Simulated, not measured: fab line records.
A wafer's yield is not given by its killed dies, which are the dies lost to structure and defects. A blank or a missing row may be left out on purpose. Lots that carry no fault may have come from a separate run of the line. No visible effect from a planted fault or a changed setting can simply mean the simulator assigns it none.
The tool behind it: which one? + flow gf180mcu + 35 wafers from 12 lots sampled at 6 of the route's 602 steps

== WHAT THE GAUGES SHOWED, per wafer ==
GF_STI_THK_MEAS_24. Usual: STI_CVD_23_THK gives 647 nm (standard deviation 5.6).
| lot  | measured    | on            | STI_CVD_23_THK (nm)     | flag |
|------|-------------|---------------|-------------------------|------|
| L627 | day 2 02:35 | film_metro-02 | 643 650 641             |      |
| L628 | day 2 09:43 | film_metro-01 | 641 646 639             |      |
| L629 | day 2 14:33 | film_metro-02 | 648 644 646             |      |
| L630 | day 2 18:33 | film_metro-01 | 643 646 640             |      |
| L633 | day 3 13:04 | film_metro-01 | 652 656 649             |      |
| L634 | day 3 18:55 | film_metro-04 | 639 651 645             |      |
| L636 | day 4 02:53 | film_metro-02 | 647 645 645             |      |
| L638 | day 4 15:04 | film_metro-04 | 649 654 651             |      |
| L639 | day 4 18:14 | film_metro-04 | 646 647 648             |      |
| L640 | day 4 21:46 | film_metro-01 | 444 444 444 444         | OFF  |
| L642 | day 5 12:25 | film_metro-01 | 652 652 439 652 652 439 | OFF  |
| L650 | day 7 03:20 | film_metro-04 | 644 645 653             |      |

GF_DNWELL_TW_MEAS_09. Usual: DNWELL_TW gives 1350 (standard deviation 8.3).
| lot  | measured    | on            | DNWELL_TW      | flag |
|------|-------------|---------------|----------------|------|
| L627 | day 2 17:11 | film_metro-04 | 1351 1357 1349 |      |
| L628 | day 3 00:47 | film_metro-03 | 1337 1338 1338 |      |
| L629 | day 3 05:23 | film_metro-01 | 1351 1355 1356 |      |
| L630 | day 3 09:44 | film_metro-01 | 1347 1351 1348 |      |
| L633 | day 4 06:16 | film_metro-01 | 1361 1371 1365 |      |
| L634 | day 4 13:29 | film_metro-03 | 1348 1343 1354 |      |
| L636 | day 4 19:09 | film_metro-03 | 1356 1357 1348 |      |
| L638 | day 5 07:55 | film_metro-04 | 1346 1344 1345 |      |
| L639 | day 5 11:07 | film_metro-04 | 1341 1340 1339 |      |
| L642 | day 6 06:58 | film_metro-03 | 1350 1350      |      |
| L650 | day 7 22:16 | film_metro-04 | 1344 1334 1346 |      |

GF_MVSD_OVL_MEAS_07. Usual: MVSD_OVL gives 0.7 nm (standard deviation 1.6).
| lot  | measured     | on         | MVSD_OVL (nm)  | flag |
|------|--------------|------------|----------------|------|
| L627 | day 4 07:40  | overlay-02 | 2.0 0.0 1.7    |      |
| L628 | day 4 16:31  | overlay-02 | 0.0 -0.4 1.5   |      |
| L629 | day 4 20:16  | overlay-02 | 1.5 0.3 0.8    |      |
| L630 | day 5 00:58  | overlay-02 | 4.0 2.7 2.4    |      |
| L633 | day 6 01:16  | overlay-02 | -0.6 -0.1 1.9  |      |
| L634 | day 6 08:28  | overlay-02 | -0.2 0.3 0.8   |      |
| L636 | day 6 15:22  | overlay-01 | -2.3 -2.7 -2.3 |      |
| L638 | day 7 05:37  | overlay-01 | -1.3 -0.4 -2.8 |      |
| L639 | day 7 08:43  | overlay-01 | -1.1 0.6 0.7   |      |
| L642 | day 8 06:31  | overlay-02 | -0.9 -0.9      |      |
| L650 | day 10 01:34 | overlay-02 | 0.4 0.8 1.7    |      |

== EACH LOT AND THE TOOL THAT RAN IT (in order: tool; ch and the chambers of the sampled wafers; start) ==
| lot  | GF_STI_CVD_23                   | GF_STI_CMP_25                | GF_LVPWELL_STRIP_10                 |
|------|---------------------------------|------------------------------|-------------------------------------|
| L627 | hdpcvd-01 ch 1,2, day 2 02:29   | cmp-01 ch 0,2, day 2 02:37   | plasma_asher-01 ch 0,1, day 3 18:56 |
| L628 | hdpcvd-02 ch 0,1, day 2 09:37   | cmp-02 ch 0,1,2, day 2 09:45 | plasma_asher-01 ch 0,1, day 4 02:50 |
| L629 | hdpcvd-01 ch 0,1,2, day 2 14:28 | cmp-01 ch 1,2,3, day 2 14:37 | plasma_asher-02 ch 0,1, day 4 07:15 |
| L630 | hdpcvd-01 ch 0,1,2, day 2 18:28 | cmp-01 ch 0,1, day 2 18:37   | plasma_asher-03 ch 0,1, day 4 11:40 |
| L633 | hdpcvd-02 ch 0,1,2, day 3 12:59 | cmp-02 ch 0,1,3, day 3 13:11 | plasma_asher-03 ch 0,1, day 5 10:48 |
| L634 | hdpcvd-02 ch 0,1,2, day 3 18:49 | cmp-01 ch 0,1,2, day 3 18:59 | plasma_asher-03 ch 0,1, day 5 17:59 |
| L636 | hdpcvd-01 ch 0,2, day 4 02:47   | cmp-02 ch 1,2, day 4 02:58   | plasma_asher-02 ch 0,1, day 6 00:17 |
| L638 | hdpcvd-02 ch 0,2, day 4 14:59   | cmp-02 ch 0,1,2, day 4 15:10 | plasma_asher-01 ch 0,1, day 6 14:24 |
| L639 | hdpcvd-02 ch 0,1,2, day 4 18:10 | cmp-01 ch 2,3, day 4 18:18   | plasma_asher-02 ch 0,1, day 6 16:58 |
| L640 | hdpcvd-02 ch 0,2, day 4 21:35   | cmp-01 ch 3, day 5 05:14     | -                                   |
| L642 | hdpcvd-02 ch 0,1, day 5 12:20   | cmp-02 ch 1,2, day 5 17:08   | plasma_asher-01 ch 1, day 7 14:40   |
| L650 | hdpcvd-01 ch 0,1,2, day 7 03:16 | cmp-02 ch 0,1, day 7 03:34   | plasma_asher-03 ch 0,1, day 9 08:23 |
- GF_STI_CVD_23: deposits SiO2, target thk 650 nm, time 108.3 s.
- GF_STI_CMP_25: polishes, stops on Si3N4, t overpolish 33 s, target thk 524.6 nm.
- GF_LVPWELL_STRIP_10: strips in O2/N2.

== AS READ BY THE TOOLS THEMSELVES (means over the sampled wafers that have a number; for cases with no such wafer, the mark the record gives instead) ==
GF_STI_CMP_25. Usual: edge_zone_pressure_frac 1.000, standard deviation 0.0051; motor_current_A 12.6 A, standard deviation 1.6; time_to_endpoint_s 121 s, standard deviation 4.4.
| lot  | tool   | edge_zone_pressure_frac | motor_current_A (A) | time_to_endpoint_s (s) | flag |
|------|--------|-------------------------|---------------------|------------------------|------|
| L627 | cmp-01 | 1.002                   | 12.4                | 120                    |      |
| L628 | cmp-02 | 0.999                   | 12.9                | 118                    |      |
| L629 | cmp-01 | 1.000                   | 12.3                | 122                    |      |
| L630 | cmp-01 | 0.998                   | 13.9                | 124                    |      |
| L633 | cmp-02 | 1.004                   | 11.7                | 124                    |      |
| L634 | cmp-01 | 0.998                   | 12.9                | 122                    |      |
| L636 | cmp-02 | 1.003                   | 13.6                | 117                    |      |
| L638 | cmp-02 | 1.006                   | 12.7                | 115                    |      |
| L639 | cmp-01 | 1.008                   | 11.3                | 126                    |      |
| L640 | cmp-01 | 1.000                   | 11.4                | 88                     | OFF  |
| L642 | cmp-02 | 0.998                   | 14.2                | 108                    |      |
| L650 | cmp-02 | 0.997                   | 11.4                | 115                    |      |

GF_LVPWELL_STRIP_10. Usual: drypump_motor_current_A 5.6 A, standard deviation 0.42; heater_power_w 320 W, standard deviation 27; oes_product_au 0.722 a.u., standard deviation 0.005; strip_time_to_endpoint_s 36.92 s, standard deviation 0.11.
| lot  | tool            | drypump_motor_current_A (A) | heater_power_w (W) | oes_product_au (a.u.) | strip_time_to_endpoint_s (s) | flag |
|------|-----------------|-----------------------------|--------------------|-----------------------|------------------------------|------|
| L627 | plasma_asher-01 | 5.8                         | 318                | 0.724                 | 37.04                        |      |
| L628 | plasma_asher-01 | 5.8                         | 318                | 0.721                 | 36.84                        |      |
| L629 | plasma_asher-02 | 5.7                         | 321                | 0.719                 | 36.89                        |      |
| L630 | plasma_asher-03 | 5.3                         | 320                | 0.724                 | 36.88                        |      |
| L633 | plasma_asher-03 | 5.3                         | 320                | 0.717                 | 36.70                        |      |
| L634 | plasma_asher-03 | 5.6                         | 296                | 0.726                 | 36.87                        |      |
| L636 | plasma_asher-02 | 5.9                         | 343                | 0.716                 | 36.75                        |      |
| L638 | plasma_asher-01 | 5.8                         | 324                | 0.724                 | 37.01                        |      |
| L639 | plasma_asher-02 | 5.8                         | 334                | 0.723                 | 36.86                        |      |
| L642 | plasma_asher-01 | 6.1                         | 302                | 0.722                 | 37.00                        |      |
| L650 | plasma_asher-03 | 5.3                         | 318                | 0.722                 | 36.78                        |      |

== THE ANSWER, worked out from the rows above alone ==
Rule: lot off if the mean of its wafers having a number is beyond 3 standard deviations from the usual mean. Also off: a lot with no number at a reading for which 4 or more lots have one. Any other lot the step has rows for is counted as sound. First the gauges in route order, then the tools' own readings, where a lot's mean is used as printed above. At the first step where some lot is off, the reading lying furthest off is the one used; lots without a number count as furthest.
Off: at GF_STI_THK_MEAS_24 (STI_CVD_23_THK), L640, L642.
If a tool, at a process step before that reading, ran all the lots that are off and no sound lot after the first of them, it fits. Gauges at GF_STI_THK_MEAS_24: tried the same way as those tools. 2 tools fit, hdpcvd-02 at GF_STI_CVD_23 and film_metro-01 at GF_STI_THK_MEAS_24, so this cannot tell which one it is.

== WHAT THE SIMULATOR PUT IN ==
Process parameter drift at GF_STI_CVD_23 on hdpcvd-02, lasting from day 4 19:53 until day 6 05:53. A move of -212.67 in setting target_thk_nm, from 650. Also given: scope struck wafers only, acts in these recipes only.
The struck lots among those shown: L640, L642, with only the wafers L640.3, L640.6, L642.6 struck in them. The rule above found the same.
